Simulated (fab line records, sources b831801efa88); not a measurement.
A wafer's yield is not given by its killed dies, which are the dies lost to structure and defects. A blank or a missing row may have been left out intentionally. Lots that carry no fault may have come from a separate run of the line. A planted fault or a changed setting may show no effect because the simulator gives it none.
Which of the tools did it? -- flow sky130 -- 24 lots, 72 wafers sampled, at 4 steps of a route of 708

WHAT EACH GAUGE READ, for each wafer
SKY_VT_ADJUST_HVTP_OVL_MEAS_08. Usual: for VT_ADJUST_HVTP_OVL the level is -0.1 nm and the standard deviation is 1.4.
lot,measured,on,VT_ADJUST_HVTP_OVL (nm),flag
L074,day 5 21:53,overlay-01,-1.2 -1.7 0.1,
L075,day 6 12:40,overlay-02,-1.7 -0.4 0.6,
L076,day 6 14:43,overlay-01,0.7 0.4 2.3,
L077,day 6 22:07,overlay-01,-2.1 1.9 0.3,
L078,day 7 01:34,overlay-01,2.1 0.0 1.5,
L080,day 7 17:53,overlay-01,2.1 2.1 1.0,
L079,day 7 18:50,overlay-01,-0.7 -2.3 2.2,
L081,day 8 01:52,overlay-01,1.1 -2.4 -0.7,
L082,day 8 07:02,overlay-01,-1.7 -2.0 -2.4,
L083,day 8 13:40,overlay-02,2.0 1.5 1.4,
L084,day 8 17:12,overlay-02,0.6 0.0 0.6,
L085,day 9 03:56,overlay-02,-1.9 -1.7 0.3,
L086,day 9 07:35,overlay-01,0.1 0.5 0.6,
L087,day 9 12:02,overlay-01,2.1 2.4 2.4,
L088,day 9 15:44,overlay-02,-3.1 -0.4 -2.3,
L089,day 10 00:17,overlay-01,-1.1 0.4 -0.1,
L090,day 10 05:37,overlay-02,-1.0 0.9 1.2,
L091,day 10 12:38,overlay-01,-1.7 -1.7 -2.2,
L092,day 10 18:02,overlay-01,-0.5 -1.2 0.0,
L093,day 11 03:23,overlay-02,-1.4 -0.2 -0.2,
L094,day 11 08:01,overlay-01,0.4 -0.1 0.5,
L095,day 11 13:19,overlay-01,-0.2 -0.1 0.9,
L096,day 11 17:22,overlay-02,-2.6 -2.4 -1.5,
L097,day 12 01:26,overlay-01,1.5 -0.4 2.5,

SKY_SD_P_TW_MEAS_11. Usual: for SD_P_TW the level is 2824 and the standard deviation is 18.
lot,measured,on,SD_P_TW,flag
L074,day 25 05:35,film_metro-01,2836 2817 2829,
L075,day 25 21:01,film_metro-04,2821 2806 2811,
L076,day 26 00:42,film_metro-02,2826 2831 2833,
L077,day 26 15:50,film_metro-04,2807 2811 2822,
L078,day 26 20:49,film_metro-04,2796 2818 2808,
L080,day 27 14:28,film_metro-04,2810 2809 2808,
L079,day 27 22:10,film_metro-04,2800 2808 2800,
L081,day 28 06:10,film_metro-04,2801 2833 2806,
L082,day 28 11:21,film_metro-02,2854 2846 2832,
L083,day 28 21:14,film_metro-04,2821 2810 2810,
L084,day 29 04:59,film_metro-02,2826 2843 2815,
L085,day 29 08:32,film_metro-04,2796 2795 2793,
L086,day 29 19:27,film_metro-01,2816 2828 2823,
L087,day 30 01:16,film_metro-02,2854 2849 2841,
L088,day 30 13:13,film_metro-02,2863 2843 2858,
L089,day 30 18:01,film_metro-02,2853 2845 2845,
L090,day 31 01:39,film_metro-02,2833 2840 2851,
L091,day 31 10:59,film_metro-04,2808 2816 2830,
L092,day 31 18:56,film_metro-04,2806 2817 2811,
L093,day 32 01:29,film_metro-02,2837 2835 2828,
L094,day 32 15:23,film_metro-04,2820 2816 2820,
L095,day 32 18:07,film_metro-04,2800 2804 2812,
L096,day 32 21:13,film_metro-04,2809 2811 2814,
L097,day 33 02:53,film_metro-02,2825 2839 2825,

SKY_CAPM_RS_MEAS_03: the measuring method here is four-point-probe. Usual: for CAPM_TIN_RS the level is 6.88 ohm/sq and the standard deviation is 0.076.
lot,measured,on,CAPM_TIN_RS (ohm/sq),flag
L074,day 36 03:05,film_metro-01,7.01 6.92 6.91,
L075,day 36 17:16,film_metro-04,6.75 6.75 6.80,
L076,day 36 20:52,film_metro-01,6.94 6.80 6.82,
L077,day 37 11:19,film_metro-04,6.80 6.96 6.99,
L078,day 37 16:58,film_metro-04,6.82 6.84 6.83,
L080,day 38 04:52,film_metro-04,6.86 6.97 6.82,
L079,day 38 17:02,film_metro-03,6.96 6.87 7.03,
L081,day 38 22:23,film_metro-01,6.84 6.97 7.06,
L082,day 39 05:51,film_metro-04,6.83 6.80 6.80,
L083,day 39 10:10,film_metro-01,6.90 6.98 6.82,
L084,day 39 16:11,film_metro-03,6.83 6.79 6.77,
L085,day 39 21:17,film_metro-04,6.91 6.97 7.01,
L086,day 40 06:29,film_metro-03,6.92 6.92 6.93,
L087,day 40 09:47,film_metro-01,6.86 6.97 6.84,
L088,day 40 20:53,film_metro-03,6.79 6.81 6.80,
L089,day 41 03:39,film_metro-03,6.95 6.87 6.79,
L090,day 41 09:55,film_metro-04,6.78 6.83 6.86,
L091,day 41 17:22,film_metro-04,6.88 6.92 6.93,
L092,day 42 00:35,film_metro-03,6.95 6.87 6.99,
L093,day 42 04:10,film_metro-03,6.93 6.89 6.91,
L094,day 42 19:16,film_metro-04,7.02 6.83 6.90,
L095,day 42 21:14,film_metro-04,6.84 6.90 6.86,
L096,day 42 22:01,film_metro-01,6.93 6.94 6.85,
L097,day 43 02:47,film_metro-04,6.72 6.83 6.84,

WHAT TOOL EACH LOT RAN ON (gives the tool, then ch and the chambers of the sampled wafers, and finally the start)
lot,SKY_METAL2_ETCH_18
L074,"rie_metal-03 ch 0,1, day 34 21:51"
L075,"rie_metal-01 ch 0,1, day 35 11:27"
L076,"rie_metal-03 ch 0,1, day 35 15:12"
L077,"rie_metal-02 ch 0,1, day 36 06:28"
L078,"rie_metal-03 ch 0, day 36 11:26"
L080,"rie_metal-03 ch 0,1, day 37 00:54"
L079,"rie_metal-03 ch 0,1, day 37 11:48"
L081,"rie_metal-02 ch 0,1, day 37 16:26"
L082,"rie_metal-01 ch 1, day 37 21:36"
L083,"rie_metal-01 ch 1, day 38 05:57"
L084,"rie_metal-01 ch 0,1, day 38 12:37"
L085,"rie_metal-03 ch 0,1, day 38 17:15"
L086,"rie_metal-03 ch 0,1, day 39 00:16"
L087,"rie_metal-03 ch 1, day 39 05:41"
L088,"rie_metal-01 ch 0, day 39 16:35"
L089,"rie_metal-02 ch 1, day 40 00:21"
L090,"rie_metal-01 ch 0,1, day 40 06:36"
L091,"rie_metal-02 ch 0,1, day 40 13:54"
L092,"rie_metal-03 ch 0,1, day 40 21:08"
L093,"rie_metal-03 ch 0,1, day 41 00:44"
L094,"rie_metal-02 ch 0,1, day 41 15:50"
L095,"rie_metal-01 ch 0, day 41 18:01"
L096,"rie_metal-02 ch 0,1, day 41 19:18"
L097,"rie_metal-01 ch 0, day 42 00:12"
- SKY_METAL2_ETCH_18: etches BARC in N2/H2, stops on SiO2, time 45.9 s, target depth 60 nm.

WHAT THE TOOLS THEMSELVES READ (means of the sampled wafers that have a number; where no wafer has one, the mark that the record gives instead)
SKY_METAL2_ETCH_18. Usual: drypump_motor_current_A 5.47 A, standard deviation 0.21; n2_flow_sccm 100.0 sccm, standard deviation 0.32; oes_product_au 0.853 a.u., standard deviation 0.0045; throttle_valve_pct 13.226 %, standard deviation 0.008.
lot,tool,drypump_motor_current_A (A),n2_flow_sccm (sccm),oes_product_au (a.u.),throttle_valve_pct (%),flag
L074,rie_metal-03,5.64,100.1,0.855,13.226,
L075,rie_metal-01,5.17,99.9,0.854,13.222,
L076,rie_metal-03,5.62,99.9,0.852,13.232,
L077,rie_metal-02,5.61,100.2,0.857,13.231,
L078,rie_metal-03,5.62,99.8,0.853,13.230,
L080,rie_metal-03,5.63,99.8,0.855,13.222,
L079,rie_metal-03,5.62,100.1,0.852,13.218,
L081,rie_metal-02,5.56,100.1,0.849,13.230,
L082,rie_metal-01,5.25,99.8,0.852,13.215,
L083,rie_metal-01,5.26,99.8,0.849,13.231,
L084,rie_metal-01,5.21,100.4,0.854,13.232,
L085,rie_metal-03,5.63,99.7,0.851,13.219,
L086,rie_metal-03,5.61,99.9,0.854,13.231,
L087,rie_metal-03,5.62,100.3,0.859,13.222,
L088,rie_metal-01,5.13,100.1,0.858,13.222,
L089,rie_metal-02,5.46,100.3,0.853,13.229,
L090,rie_metal-01,5.18,99.3,0.852,13.230,
L091,rie_metal-02,5.54,99.9,0.854,13.224,
L092,rie_metal-03,5.62,99.7,0.854,13.227,
L093,rie_metal-03,5.62,100.0,0.856,13.225,
L094,rie_metal-02,5.53,99.9,0.856,13.228,
L095,rie_metal-01,5.13,99.6,0.852,13.231,
L096,rie_metal-02,5.53,100.1,0.848,13.228,
L097,rie_metal-01,5.14,100.2,0.851,13.220,

THE ANSWER, worked out from the rows above alone
Rule: a lot counts as off when the mean over its wafers that have a number is more than 3 standard deviations away from the usual mean. A lot without any number at a reading at which 4 lots or more have one is off too. All remaining lots with rows at the step are treated as sound. The gauges are gone through in route order, then the tools' own readings, and for those a lot's mean is taken as printed above. At the first step where some lot is off, the reading lying furthest off is the one used; lots without a number count as furthest.
No lot is off at any reading shown: from this, nothing can be told.

WHAT WAS PUT IN BY THE SIMULATOR
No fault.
